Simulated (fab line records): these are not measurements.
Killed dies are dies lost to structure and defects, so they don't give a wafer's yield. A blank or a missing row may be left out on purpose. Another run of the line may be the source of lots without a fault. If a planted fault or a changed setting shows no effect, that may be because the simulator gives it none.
Comparing a struck lot with a sound one | flow sky130 | 14 steps out of a route of 708
Sound: the wafers L533.1, L533.3, L533.4. The struck wafers were L544.1, L544.2, L544.3. The cause comes at the end.
Per side, at each step with rows, come the tool, then ch with its chambers, and then its first start. Under that, the readings that differ: sound wafers | struck wafers | difference of the means | sigmas: that difference in standard deviations of wafers without a fault.
alike: readings whose means differ by less than 2 such deviations, and words and numbers that are the same on both sides. not compared: withheld readings, readings that some wafer has no value for, bounds like >300 that may hide the same value, and numbers for which the record gives no deviation and whose values overlap.
Wherever a step has rows on one side only, a row that says differs or no value, or a row with sigmas, the two part there. Numbers that have no deviation but don't overlap get no sigmas and don't part them. Lack of a reading on every wafer of one side parts them only where that side has two or more wafers.

first, 3 steps without rows for these wafers: SKY_LDD_P_EXPOSE_04 (exposes mask PSDM, target cd 380 nm); SKY_LDD_P_PEB_05; SKY_LDD_P_DEVELOP_06 (develop time 60 s).
SKY_LDD_P_CD_MEAS_07: target cd 380 nm.
  struck on cd sem-02, day 24 08:53; sound on cd sem-02, day 19 23:58
  alike: cd nm
SKY_LDD_P_OVL_MEAS_08:
  struck on overlay-02, day 24 09:00; sound on overlay-02, day 20 00:05
  reading        | sound       | struck         | difference | sigmas
  LDD_P_OVL (nm) | 1.3 5.1 2.5 | -1.3 -0.8 -0.6 | -3.9       | -3
then, 1 step without rows for these wafers: SKY_LDD_P_IMPLANT_09.
SKY_LDD_P_STRIP_10: strips in O2/N2.
  sound on plasma asher-02 ch 0,1, day 20 00:16; struck on plasma asher-04 ch 0,1, day 24 09:11
  alike: drypump motor current A, oes product au, strip time to endpoint s
  not compared: rf hours counter h
SKY_LDD_P_TW_MEAS_11:
  struck on film metro-03, day 24 09:17; sound on film metro-04, day 20 00:22
  alike: LDD_P_TW
then, 4 steps without rows for these wafers: SKY_LDD_HVN_DEHYDRATE_00 (time 60 s); SKY_LDD_HVN_HMDS_01 (prime time 60 s); SKY_LDD_HVN_COAT_02 (resist thk 300 nm); SKY_LDD_HVN_SOFTBAKE_03 (time 60 s).
SKY_LDD_HVN_EXPOSE_04: exposes mask HVNTM, target cd 700 nm.
  struck on iline stepper-02, day 25 00:29; sound on iline stepper-02 ch 0, day 20 16:23
  no value came back on the struck wafers for exposure dose mJ cm2, focus offset nm (nm); on the sound wafers exposure dose mJ cm2 reads 127.12 127.08 127.32
  alike: mask
then, 1 step without rows for these wafers: SKY_LDD_HVN_PEB_05.

## WHERE THEY PART
First at SKY_LDD_P_OVL_MEAS_08; last, within this record, at SKY_LDD_HVN_EXPOSE_04.

WHY: whatever the simulator had introduced
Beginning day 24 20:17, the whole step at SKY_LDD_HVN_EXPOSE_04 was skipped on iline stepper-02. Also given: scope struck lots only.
